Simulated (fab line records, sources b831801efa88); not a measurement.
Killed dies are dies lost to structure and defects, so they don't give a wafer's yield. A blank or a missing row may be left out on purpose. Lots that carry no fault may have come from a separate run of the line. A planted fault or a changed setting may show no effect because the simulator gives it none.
Which tool was responsible?	flow sky130	30 wafers from 10 lots sampled at 6 of the route's 708 steps

WHAT EACH GAUGE READ, for each wafer
SKY_VIA1_THK_MEAS_01.
lot	measured	on	VIA1_HDPCVD_THK (nm)
L379	day 35 00:11	film_metro-03	1021 1020 1017
L378	day 35 00:31	film_metro-02	1029 1051 1054
L381	day 35 05:53	film_metro-02	1024 1033 1036
L385	day 35 16:49	film_metro-01	1044 1037 1037
L386	day 35 21:32	film_metro-02	1038 1043 1047
L387	day 36 06:20	film_metro-02	1038 1048 1024
L392	day 38 06:09	film_metro-01	1041 1049 1045
L394	day 38 18:41	film_metro-02	1021 1029 1028
L393	day 38 20:26	film_metro-03	1033 1043 1044
L399	day 39 21:41	film_metro-03	1048 1038 1040

SKY_VIA2_CD_MEAS_12: target cd 200 nm.
lot	measured	on	cd_nm (nm)
L379	day 38 10:04	cd_sem-01	199.3 198.6 199.2
L378	day 38 10:49	cd_sem-02	203.6 201.6 201.5
L381	day 38 16:50	cd_sem-01	197.6 200.1 199.1
L385	day 39 01:21	cd_sem-01	200.4 200.2 199.7
L386	day 39 05:52	cd_sem-01	199.4 198.9 198.5
L387	day 39 14:26	cd_sem-01	202.3 202.6 202.0
L392	day 41 12:26	cd_sem-01	202.5 201.6 201.0
L394	day 41 22:44	cd_sem-01	200.8 199.6 199.5
L393	day 42 00:56	cd_sem-01	200.3 201.3 201.2
L399	day 43 01:52	cd_sem-02	200.3 199.6 201.1

SKY_CAPM_RS_MEAS_03: measures by four-point-probe.
lot	measured	on	CAPM_TIN_RS (ohm/sq)
L379	day 38 11:56	film_metro-04	6.96 6.88 6.93
L378	day 38 12:41	film_metro-04	6.90 6.95 6.99
L381	day 38 18:49	film_metro-03	6.96 6.90 6.92
L385	day 39 03:16	film_metro-03	6.93 6.92 6.90
L386	day 39 07:52	film_metro-03	6.79 6.90 6.93
L387	day 39 16:22	film_metro-04	7.13 7.09 7.07
L392	day 41 14:29	film_metro-04	6.92 5.15 5.11
L394	day 42 00:39	film_metro-04	6.92 6.85 6.93
L393	day 42 02:49	film_metro-03	5.14 6.95 7.07
L399	day 43 03:46	film_metro-03	7.06 7.02 7.02

SKY_CAPM_THK_MEAS_04: measures by xrf.
lot	measured	on	CAPM_TIN_THK (nm)
L379	day 38 12:03	film_metro-04	198.0 199.2 198.1
L378	day 38 12:47	film_metro-04	199.9 198.0 196.4
L381	day 38 18:55	film_metro-03	196.4 197.9 197.6
L385	day 39 03:22	film_metro-03	196.5 197.6 197.2
L386	day 39 07:59	film_metro-03	200.1 197.9 197.1
L387	day 39 16:28	film_metro-04	193.9 195.6 196.0
L392	day 41 14:36	film_metro-04	198.4 264.5 267.0
L394	day 42 00:46	film_metro-04	198.0 200.0 197.7
L393	day 42 02:56	film_metro-03	264.6 196.3 193.5
L399	day 43 03:53	film_metro-03	193.7 194.6 195.3

TOOL THAT RAN EACH LOT (tool first, then ch and the chambers of the sampled wafers, then the start)
lot	SKY_METAL2_STRIP_20	SKY_CAPM_SPUTTER_02
L379	plasma_asher-04 ch 0, day 37 06:18	pvd_sputter-01, day 38 11:49
L378	plasma_asher-04 ch 0,1, day 37 07:07	pvd_sputter-01, day 38 12:32
L381	plasma_asher-02 ch 0,1, day 37 12:35	pvd_sputter-02, day 38 18:40
L385	plasma_asher-01 ch 0,1, day 37 23:19	pvd_sputter-03, day 39 03:08
L386	plasma_asher-01 ch 0,1, day 38 03:35	pvd_sputter-02, day 39 07:46
L387	plasma_asher-04 ch 0,1, day 38 12:47	pvd_sputter-02, day 39 16:14
L392	plasma_asher-01 ch 0,1, day 40 10:16	pvd_sputter-02, day 41 14:22
L394	plasma_asher-02 ch 0,1, day 40 21:38	pvd_sputter-03, day 42 00:32
L393	plasma_asher-02 ch 0,1, day 41 00:02	pvd_sputter-02, day 42 02:41
L399	plasma_asher-02 ch 0,1, day 42 01:40	pvd_sputter-01, day 43 03:39
- SKY_METAL2_STRIP_20: strips in O2/N2.
- SKY_CAPM_SPUTTER_02: material TiN, target thk 200 nm, time 166.7 s.

WHAT THE TOOLS THEMSELVES READ (means of the sampled wafers that have a number; where no wafer has one, the mark that the record gives instead)
SKY_METAL2_STRIP_20.
lot	tool	drypump_motor_current_A (A)	oes_product_au (a.u.)	strip_time_to_endpoint_s (s)
L379	plasma_asher-04	6.4	0.345	2.736
L378	plasma_asher-04	5.8	0.342	2.678
L381	plasma_asher-02	5.6	0.343	2.718
L385	plasma_asher-01	5.9	0.343	2.716
L386	plasma_asher-01	5.9	0.343	2.705
L387	plasma_asher-04	5.8	0.345	2.693
L392	plasma_asher-01	5.9	0.345	2.692
L394	plasma_asher-02	5.5	0.339	2.681
L393	plasma_asher-02	5.6	0.340	2.701
L399	plasma_asher-02	5.3	0.348	2.693

SKY_CAPM_SPUTTER_02.
lot	tool	throttle_valve_pct (%)
L379	pvd_sputter-01	29.8
L378	pvd_sputter-01	29.6
L381	pvd_sputter-02	30.0
L385	pvd_sputter-03	29.0
L386	pvd_sputter-02	29.6
L387	pvd_sputter-02	30.4
L392	pvd_sputter-02	29.6
L394	pvd_sputter-03	28.2
L393	pvd_sputter-02	30.4
L399	pvd_sputter-01	29.9

THE ANSWER, worked out from the rows above alone
Rule: the usual values come from the lots themselves. Put in order of their means at a reading, lots are off if they are a third of the lots or fewer, leave a main group of 4 or more, and stand apart from it by a gap of 3 or more times the standard deviation of the main group's means; of several such gaps the widest counts. The tables above print the reading to a certain number of digits; a main group whose means all agree to those digits is not used. Also off: a lot with no number at a reading for which 4 or more lots have one. Where the step has rows for the other lots, those lots are counted as sound. The gauges are gone through in route order, then the tools' own readings, and for those a lot's mean is taken as printed above. At the first step where some lot is off, the reading lying furthest off is the one used; lots without a number count as furthest.
Off: at SKY_CAPM_RS_MEAS_03 (CAPM_TIN_RS), L392, L393. For the main group the mean is 6.95 ohm/sq and the standard deviation 0.07.
If a tool, at a process step before that reading, ran all the lots that are off and no sound lot after the first of them, it fits. Those tools and the gauges at SKY_CAPM_RS_MEAS_03 are tried in the same way. One fits: pvd_sputter-02 at SKY_CAPM_SPUTTER_02. Its last sound lot is L387 (day 39 16:14), its first lot that is off L392 (day 41 14:22): a fault that began between those two fits.

WHAT HAD BEEN PUT IN BY THE SIMULATOR
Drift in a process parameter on pvd_sputter-02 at SKY_CAPM_SPUTTER_02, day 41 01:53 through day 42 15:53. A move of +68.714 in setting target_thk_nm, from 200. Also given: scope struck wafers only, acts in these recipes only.
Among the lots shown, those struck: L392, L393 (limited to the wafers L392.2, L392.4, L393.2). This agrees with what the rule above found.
